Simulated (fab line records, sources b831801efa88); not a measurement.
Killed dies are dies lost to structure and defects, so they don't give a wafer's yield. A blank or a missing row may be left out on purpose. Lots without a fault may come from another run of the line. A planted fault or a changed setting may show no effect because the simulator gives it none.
A struck lot beside a sound one | flow sky130 | 15 steps out of a route of 708
Sound: wafers L244.1, L244.2, L244.3. Struck: wafer L257.4. (L257.1, L257.5 of the same lot were not struck and are left out.) The cause comes at the end.
At each step with rows: each side's tool, then ch and its chambers, then its first start. Under that, the readings that differ: sound wafers | struck wafers | difference of the means | sigmas: that difference in standard deviations of wafers without a fault.
alike: readings whose means differ by less than 2 such deviations, and words and numbers that are the same on both sides. not compared: withheld readings, readings that some wafer has no value for, bounds like >300 that may hide the same value, and numbers for which the record gives no deviation and whose values overlap.
The two part at a step that has a row with sigmas, a row that says differs or no value, or rows on one side only. Numbers that don't overlap but have no deviation are shown without sigmas and don't part them. A reading that every wafer of one side lacks parts them only if that side has two wafers or more.

SKY_VIA2_CMP_02: polishes SiO2.
  sound on cmp-02 ch 1,2,3, day 37 01:16; struck on cmp-01 ch 0, day 40 11:46
  alike: motor_current_A
SKY_VIA2_BOW_MEAS_03:
  sound on film_metro-04, day 37 01:34; struck on film_metro-01, day 40 11:58
  alike: VIA2_BOW
then, 8 steps without rows for these wafers: SKY_VIA2_DEHYDRATE_04 (time 60 s); SKY_VIA2_HMDS_05 (prime time 60 s); SKY_VIA2_COAT_06 (resist thk 60 nm); SKY_VIA2_COAT_07 (resist thk 450 nm); SKY_VIA2_SOFTBAKE_08 (time 90 s); SKY_VIA2_EXPOSE_09 (exposes mask VIM2, target cd 200 nm); SKY_VIA2_PEB_10; SKY_VIA2_DEVELOP_11 (develop time 60 s).
SKY_VIA2_CD_MEAS_12: target cd 200 nm.
  sound on cd_sem-02, day 38 03:40; struck on cd_sem-01, day 41 13:00
  alike: cd_nm
SKY_VIA2_OVL_MEAS_13:
  sound on overlay-01, day 38 03:47; struck on overlay-02, day 41 13:07
  alike: VIA2_OVL
SKY_VIA2_ETCH_14: etches BARC in N2/H2, stops on SiO2, time 45.9 s, target depth 60 nm.
  sound on rie_diel-03 ch 1,2,3, day 38 03:49; struck on rie_diel-03 ch 1, day 41 13:10
  reading                                     | sound                | struck | difference | sigmas
  oes_product_au (a.u.)                       | 0.855 0.854 0.853    | 0.993  | +0.139     | +27
  rf_hours_counter_h (h)                      | 11 3 24              | 27     | +14        |
  run_length_s (s)                            | 74.9 74.2 74.4       | 67.7   | -6.8       | -14
  throttle_valve_pct (%)                      | 13.219 13.230 13.217 | 13.255 | +0.033     | +3
  model.KrF-thick_of_VIA2_COAT_07.thk_nm (nm) | 392.1 392.3 392.3    | 401.8  | +9.6       |
  alike: drypump_motor_current_A
SKY_VIA2_ETCH_15: etches SiO2 in C4F8/O2/Ar, stops on TiN, target depth 546 nm, time 84 s.
  sound on rie_diel-03 ch 1,2,3, day 38 03:52; struck on rie_diel-03 ch 1, day 41 13:12
  reading                                     | sound           | struck | difference | sigmas
  rf_hours_counter_h (h)                      | 11 3 24         | 27     | +14        |
  model.KrF-thick_of_VIA2_COAT_07.thk_nm (nm) | 281.2 286 280.9 | 290.4  | +7.7       |
  alike: oes_product_au, run_length_s
SKY_VIA2_STRIP_16: strips in O2/N2.
  sound on plasma_asher-03 ch 0,1, day 38 03:55; struck on plasma_asher-04 ch 1, day 41 13:16
  reading                      | sound             | struck | difference | sigmas
  oes_product_au (a.u.)        | 0.397 0.401 0.391 | 0.412  | +0.016     | +3
  strip_time_to_endpoint_s (s) | 4.038 4.064 4.025 | 4.125  | +0.083     | +3
  alike: drypump_motor_current_A
  not compared: rf_hours_counter_h

WHERE THEY PART
First at SKY_VIA2_ETCH_14; last, within this record, at SKY_VIA2_STRIP_16.

WHY: what the simulator had put in
Process parameter drift: rie_diel-03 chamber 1, from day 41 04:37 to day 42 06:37, at SKY_VIA2_ETCH_14. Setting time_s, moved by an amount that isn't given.
